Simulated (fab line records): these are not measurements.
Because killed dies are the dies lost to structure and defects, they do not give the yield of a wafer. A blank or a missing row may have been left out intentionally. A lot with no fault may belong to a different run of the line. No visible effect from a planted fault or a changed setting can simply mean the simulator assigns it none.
Matching of chambers -- flow sky130 -- 3 sister chambers for SKY_CAPM_CVD_00 on pecvd-01
The step deposits SiO2, target thk 15.5 nm. 16 wafers are shown with their chamber, then 8 later ones without.

EACH WAFER AND ITS CHAMBER
wafer,chamber,heater power w (W)
L074.3,0,961
L074.4,2,772
L074.5,1,783
L075.2,2,727
L075.3,1,776
L075.5,0,917
L081.3,1,758
L081.5,2,837
L081.6,0,881
L083.2,0,945
L083.5,0,946
L083.6,1,722
L085.2,1,732
L085.3,1,722
L085.5,2,854
L087.3,1,706

SIGNATURES, as means of the wafers listed above
reading,chamber 0,chamber 1,chamber 2,scatter within a chamber
heater power w,930.00,742.71,797.50,38.9
Rule: distance of a wafer from a chamber = root of the sum over the readings of ((wafer's reading minus chamber's mean) / reading's scatter) squared. The wafer belongs to the nearest chamber; if the next one is less than 2 further off, it can't be placed. The scatter: take each reading less its chamber's mean, square it, sum over the shown wafers, divide by the number of wafers less the number of chambers, and take the root.

WAFERS WITHOUT THEIR CHAMBER
wafer,heater power w (W)
L087.4,699
L087.6,708
L091.3,828
L091.4,762
L091.5,757
L094.3,725
L094.4,940
L094.5,771

WHICH CHAMBER EACH WENT THROUGH
wafer,from the rows above,in truth
L087.4,can't be placed: 1 or 2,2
L087.6,can't be placed: 1 or 2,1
L091.3,can't be placed: 2 or 1 or 0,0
L091.4,can't be placed: 1 or 2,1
L091.5,can't be placed: 1 or 2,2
L094.3,can't be placed: 1 or 2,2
L094.4,0,0
L094.5,can't be placed: 2 or 1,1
Placed correctly: 1 of 8. Unplaceable from these rows: 7, with the true chamber sitting among the candidates in 7. Wrongly placed: 0.
